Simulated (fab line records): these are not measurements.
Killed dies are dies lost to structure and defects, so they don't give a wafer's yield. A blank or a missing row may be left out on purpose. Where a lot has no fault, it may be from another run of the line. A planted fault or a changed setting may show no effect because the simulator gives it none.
Chamber matching + flow sfq-line + rie-diel-03 running SFQ_TRILAYER_L0_VIA_ETCH_VIA_ETCH_016: 4 sister chambers
The step etches SiO2 in CHF3, stops on MoNx KI, target depth 80 nm. 8 wafers are shown with their chamber, then 7 later ones without.

== WAFERS PAIRED WITH THEIR CHAMBERS ==
| wafer  | chamber | rf-fwd-power-W (W) | oes-product-au (a.u.) |
|--------|---------|--------------------|-----------------------|
| L735.2 | 1       | 491.4              | 0.828                 |
| L735.5 | 1       | 491.3              | 0.844                 |
| L736.5 | 0       | 497.3              | 0.852                 |
| L743.5 | 2       | 495.0              | 0.854                 |
| L745.6 | 2       | 494.9              | 0.857                 |
| L746.3 | 0       | 493.8              | 0.832                 |
| L746.4 | 3       | 499.7              | 0.839                 |
| L746.5 | 3       | 495.7              | 0.844                 |

== WAFERS WITHOUT THEIR CHAMBER ==
| wafer  | rf-fwd-power-W (W) | oes-product-au (a.u.) |
|--------|--------------------|-----------------------|
| L749.1 | 493.3              | 0.836                 |
| L749.3 | 495.3              | 0.834                 |
| L749.6 | 493.6              | 0.845                 |
| L751.3 | 492.6              | 0.836                 |
| L751.5 | 491.9              | 0.851                 |
| L752.3 | 495.9              | 0.846                 |
| L752.5 | 497.2              | 0.835                 |

== THE CHAMBER EACH PASSED THROUGH ==
| wafer  | from the rows above               | in truth |
|--------|-----------------------------------|----------|
| L749.1 | can't be placed: 1 or 0 or 2 or 3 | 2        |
| L749.3 | can't be placed: 0 or 3 or 1 or 2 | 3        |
| L749.6 | can't be placed: 0 or 2 or 1 or 3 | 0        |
| L751.3 | can't be placed: 1 or 0 or 2      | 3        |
| L751.5 | can't be placed: 1 or 2 or 0 or 3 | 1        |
| L752.3 | can't be placed: 0 or 3 or 2      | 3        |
| L752.5 | can't be placed: 3 or 0 or 2      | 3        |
0 of 7 placed correctly. These rows do not allow placing 7 (true chamber among the candidates in 6). 0 placed wrongly.
How it was worked out, from the rows above alone: a wafer's distance from a chamber is the root of the sum, over the readings, of the square of ((its reading less the chamber's mean) divided by the reading's scatter). The wafer belongs to the nearest chamber; if the next one is less than 2 further off, it can't be placed. A chamber's mean is the mean of its shown wafers. The scatter: the root of (the sum of the squares of (reading less its chamber's mean) over the shown wafers, divided by (wafers less chambers)).
